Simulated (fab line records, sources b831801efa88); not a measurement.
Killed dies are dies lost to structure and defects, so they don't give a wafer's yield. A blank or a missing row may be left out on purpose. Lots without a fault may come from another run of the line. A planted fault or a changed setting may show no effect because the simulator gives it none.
Chamber matching | flow gf180mcu | GF_V3_ETCH_16 on rie_diel-02: 4 sister chambers
The step etches BARC in N2/H2. 16 wafers are shown with their chamber, then 8 later ones without.

WAFERS WITH THEIR CHAMBER
wafer  | chamber | drypump_motor_current_A (A) | throttle_valve_pct (%) | oes_product_au (a.u.)
L074.4 | 1       | 5.6                         | 13.229                 | 0.856
L074.5 | 2       | 5.2                         | 13.216                 | 0.855
L074.6 | 1       | 5.6                         | 13.218                 | 0.846
L075.4 | 1       | 5.5                         | 13.236                 | 0.865
L075.5 | 3       | 6.5                         | 13.240                 | 0.858
L075.6 | 0       | 5.6                         | 13.220                 | 0.856
L077.1 | 1       | 5.6                         | 13.251                 | 0.848
L077.2 | 3       | 6.5                         | 13.215                 | 0.860
L077.6 | 2       | 5.2                         | 13.215                 | 0.856
L082.2 | 1       | 5.6                         | 13.228                 | 0.856
L082.5 | 0       | 5.6                         | 13.239                 | 0.852
L082.6 | 1       | 5.6                         | 13.230                 | 0.854
L084.1 | 3       | 6.5                         | 13.234                 | 0.855
L084.3 | 2       | 5.2                         | 13.231                 | 0.863
L084.5 | 3       | 6.5                         | 13.221                 | 0.853
L087.1 | 1       | 5.6                         | 13.223                 | 0.861

SIGNATURES (means of the wafers above)
reading                 | chamber 0 | chamber 1 | chamber 2 | chamber 3 | scatter within a chamber
drypump_motor_current_A | 5.600     | 5.586     | 5.200     | 6.500     | 0.0267
throttle_valve_pct      | 13.22950  | 13.23071  | 13.22067  | 13.22750  | 0.0108
oes_product_au          | 0.85400   | 0.85514   | 0.85800   | 0.85650   | 0.00535
Rule: a wafer's distance from a chamber is the root of the sum, over the readings, of the square of ((its reading less the chamber's mean) divided by the reading's scatter). The wafer belongs to the nearest chamber; if the next one is less than 2 further off, it can't be placed. The scatter: the root of (the sum of the squares of (reading less its chamber's mean) over the shown wafers, divided by (wafers less chambers)).

WAFERS WITHOUT THEIR CHAMBER
wafer  | drypump_motor_current_A (A) | throttle_valve_pct (%) | oes_product_au (a.u.)
L087.2 | 5.6                         | 13.222                 | 0.858
L087.4 | 5.6                         | 13.232                 | 0.854
L088.2 | 5.6                         | 13.232                 | 0.865
L088.3 | 5.6                         | 13.228                 | 0.859
L088.5 | 5.6                         | 13.214                 | 0.850
L091.2 | 5.6                         | 13.211                 | 0.856
L091.4 | 5.6                         | 13.229                 | 0.857
L091.5 | 5.3                         | 13.224                 | 0.852

WHICH CHAMBER EACH WENT THROUGH
wafer  | from the rows above     | in truth
L087.2 | can't be placed: 0 or 1 | 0
L087.4 | can't be placed: 0 or 1 | 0
L088.2 | can't be placed: 1 or 0 | 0
L088.3 | can't be placed: 1 or 0 | 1
L088.5 | can't be placed: 0 or 1 | 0
L091.2 | can't be placed: 0 or 1 | 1
L091.4 | can't be placed: 0 or 1 | 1
L091.5 | 2                       | 2
Placed correctly: 1 of 8. Can't be placed from these rows: 7 (the true chamber is among the candidates in 7). Placed wrongly: 0.
